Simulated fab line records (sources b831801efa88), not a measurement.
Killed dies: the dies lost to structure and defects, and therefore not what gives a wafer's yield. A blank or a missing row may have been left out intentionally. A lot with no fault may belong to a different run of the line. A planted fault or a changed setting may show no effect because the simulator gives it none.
Split-lot experiment || flow sfq-line || 23 wafers read from 5 lots, route of 325 steps

THE SPLIT ITSELF
At SFQ_TRILAYER_JJ_CE_LITHO_PEB_117 (peb time 60 s), the setting peb-temp-c was moved away from the recipe's 115 C on 4 of the 23 wafers read, by +2.5% to +3.2%. This setting was run at the recipe's value on the other wafers.

FROM SPLIT TO READING: 1 step shown by the file between the two
- SFQ_TRILAYER_JJ_CE_LITHO_DEVELOP_116: time 60 s

THE READING
cd-nm, in nm, at SFQ_TRILAYER_JJ_CE_METRO_MEASURE_117. On this fab line, fault-free wafers typically give 699.6 nm with a standard deviation of 1.4 nm.

{"wafer": "L074.1", "tool, chamber at the split": "litho-track-02, 0", "peb-temp-c as run, C": 115, "against the recipe": "recipe", "cd-nm, nm": 699.2, "against lot-mates on the recipe": "-"}
{"wafer": "L074.3", "tool, chamber at the split": "litho-track-02, 0", "peb-temp-c as run, C": 115, "against the recipe": "recipe", "cd-nm, nm": 701.0, "against lot-mates on the recipe": "-"}
{"wafer": "L074.4", "tool, chamber at the split": "litho-track-02, 0", "peb-temp-c as run, C": 115, "against the recipe": "recipe", "cd-nm, nm": 700.0, "against lot-mates on the recipe": "-"}
{"wafer": "L077.1", "tool, chamber at the split": "litho-track-02, 0", "peb-temp-c as run, C": 115, "against the recipe": "recipe", "cd-nm, nm": 692.6, "against lot-mates on the recipe": "-"}
{"wafer": "L077.2", "tool, chamber at the split": "litho-track-02, 0", "peb-temp-c as run, C": 115, "against the recipe": "recipe", "cd-nm, nm": 698.5, "against lot-mates on the recipe": "-"}
{"wafer": "L077.3", "tool, chamber at the split": "litho-track-02, 0", "peb-temp-c as run, C": 115, "against the recipe": "recipe", "cd-nm, nm": 693.9, "against lot-mates on the recipe": "-"}
{"wafer": "L077.5", "tool, chamber at the split": "litho-track-02, 0", "peb-temp-c as run, C": 115, "against the recipe": "recipe", "cd-nm, nm": 693.0, "against lot-mates on the recipe": "-"}
{"wafer": "L077.6", "tool, chamber at the split": "litho-track-02, 0", "peb-temp-c as run, C": 115, "against the recipe": "recipe", "cd-nm, nm": 698.4, "against lot-mates on the recipe": "-"}
{"wafer": "L079.1", "tool, chamber at the split": "litho-track-03, 0", "peb-temp-c as run, C": 115, "against the recipe": "recipe", "cd-nm, nm": 697.1, "against lot-mates on the recipe": "-"}
{"wafer": "L079.2", "tool, chamber at the split": "litho-track-03, 0", "peb-temp-c as run, C": 115, "against the recipe": "recipe", "cd-nm, nm": 698.9, "against lot-mates on the recipe": "-"}
{"wafer": "L079.4", "tool, chamber at the split": "litho-track-03, 0", "peb-temp-c as run, C": 115, "against the recipe": "recipe", "cd-nm, nm": 698.2, "against lot-mates on the recipe": "-"}
{"wafer": "L079.5", "tool, chamber at the split": "litho-track-03, 0", "peb-temp-c as run, C": 115, "against the recipe": "recipe", "cd-nm, nm": 697.9, "against lot-mates on the recipe": "-"}
{"wafer": "L079.6", "tool, chamber at the split": "litho-track-03, 0", "peb-temp-c as run, C": 115, "against the recipe": "recipe", "cd-nm, nm": 699.5, "against lot-mates on the recipe": "-"}
{"wafer": "L080.1", "tool, chamber at the split": "litho-track-04, 0", "peb-temp-c as run, C": 115, "against the recipe": "recipe", "cd-nm, nm": 699.4, "against lot-mates on the recipe": "-"}
{"wafer": "L080.2", "tool, chamber at the split": "litho-track-04, 0", "peb-temp-c as run, C": 117.9, "against the recipe": "+2.5%", "cd-nm, nm": 652.5, "against lot-mates on the recipe": -46.5}
{"wafer": "L080.4", "tool, chamber at the split": "litho-track-04, 0", "peb-temp-c as run, C": 115, "against the recipe": "recipe", "cd-nm, nm": 698.9, "against lot-mates on the recipe": "-"}
{"wafer": "L080.5", "tool, chamber at the split": "litho-track-04, 0", "peb-temp-c as run, C": 115, "against the recipe": "recipe", "cd-nm, nm": 698.6, "against lot-mates on the recipe": "-"}
{"wafer": "L080.6", "tool, chamber at the split": "litho-track-04, 0", "peb-temp-c as run, C": 117.9, "against the recipe": "+2.5%", "cd-nm, nm": 652.7, "against lot-mates on the recipe": -46.3}
{"wafer": "L083.1", "tool, chamber at the split": "litho-track-02, 0", "peb-temp-c as run, C": 115, "against the recipe": "recipe", "cd-nm, nm": 699.3, "against lot-mates on the recipe": "-"}
{"wafer": "L083.2", "tool, chamber at the split": "litho-track-02, 0", "peb-temp-c as run, C": 115, "against the recipe": "recipe", "cd-nm, nm": 698.8, "against lot-mates on the recipe": "-"}
{"wafer": "L083.3", "tool, chamber at the split": "litho-track-02, 0", "peb-temp-c as run, C": 115, "against the recipe": "recipe", "cd-nm, nm": 698.1, "against lot-mates on the recipe": "-"}
{"wafer": "L083.4", "tool, chamber at the split": "litho-track-02, 0", "peb-temp-c as run, C": 118.7, "against the recipe": "+3.2%", "cd-nm, nm": 638.9, "against lot-mates on the recipe": -59.8}
{"wafer": "L083.6", "tool, chamber at the split": "litho-track-02, 0", "peb-temp-c as run, C": 118.7, "against the recipe": "+3.2%", "cd-nm, nm": 638.1, "against lot-mates on the recipe": -60.6}

THE FIT
A straight line over all 23 wafers: cd-nm changes by -18.3 nm for each +1% of peb-temp-c; r = -0.99; the points scatter about the line by 2.2 nm.
The same after taking each lot's own level away (the mean of its wafers on the recipe; 23 wafers): -18.6 nm for each +1%; r = -1.00; scatter 1.4 nm.
The reading moves by 60 nm for the largest change in peb-temp-c, on that fit.
Measured against the standard deviation above, the lots' own levels, which go from 695.28 to 700.07 nm, span 3.4 times it.
Hence the lot-to-lot level has little effect on the slope; both slopes agree.
Check: for one of the wafers moved furthest among these (+3.2%), held out of the fit, the line's prediction against its lot-mates is -59.8 nm. It came out at -59.8 nm against them.

FURTHER SPLITS ON THESE WAFERS
Before the reading, these wafers also passed through other splits. Each is held against what the fit with the lots' levels taken away leaves over:
{"other split on the same wafers": "SFQ_TRILAYER_I2_VIA_BARC_OPEN_VIA_ETCH_096 time-s", "wafers away from the commonest value": 4, "r with cd-nm (lot level and that fit taken away)": "+0.08"}
{"other split on the same wafers": "SFQ_TRILAYER_M3_ETCH_METAL_ETCH_078 time-s", "wafers away from the commonest value": 9, "r with cd-nm (lot level and that fit taken away)": -0.02}
{"other split on the same wafers": "SFQ_TRILAYER_M4_LITHO_COAT_093 resist-thk-nm", "wafers away from the commonest value": 9, "r with cd-nm (lot level and that fit taken away)": "+0.13"}
{"other split on the same wafers": "SFQ_TRILAYER_I4_CMP_CMP_100 down-force-psi", "wafers away from the commonest value": 7, "r with cd-nm (lot level and that fit taken away)": "+0.01"}
{"other split on the same wafers": "SFQ_TRILAYER_JJ_TRILAYER_DEP_SPUTTER_110 power-w", "wafers away from the commonest value": 8, "r with cd-nm (lot level and that fit taken away)": -0.24}

THE WHOLE CHAIN: every reading that the file lists as answering this split, in the file's order
{"step": "SFQ_TRILAYER_JJ_CE_METRO_MEASURE_117", "what it does": "", "reading": "cd-nm", "change (the file's fit)": "-18.6 nm for each +1% of the setting", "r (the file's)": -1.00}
{"step": "SFQ_TRILAYER_JJ_CE_BARC_OPEN_RIE_150", "what it does": "chemistry O2, target BARC, target depth 240 nm, time 80 s", "reading": "JJ.cd-nm (the simulator's own value, which no gauge read)", "change (the file's fit)": "-18.6 nm for each +1% of the setting", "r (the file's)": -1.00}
{"step": "SFQ_TRILAYER_JJ_CE_ETCH_RIE_118", "what it does": "chemistry SF6, target Nb, stops on Al2O3, time 97.7 s, target depth 170 nm", "reading": "JJ.cd-nm (the simulator's own value, which no gauge read)", "change (the file's fit)": "-18.2 nm for each +1% of the setting", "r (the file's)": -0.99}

THE FILE'S OWN FIT
cd-nm changes by -18.6 nm for each +1% of peb-temp-c, r = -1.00.
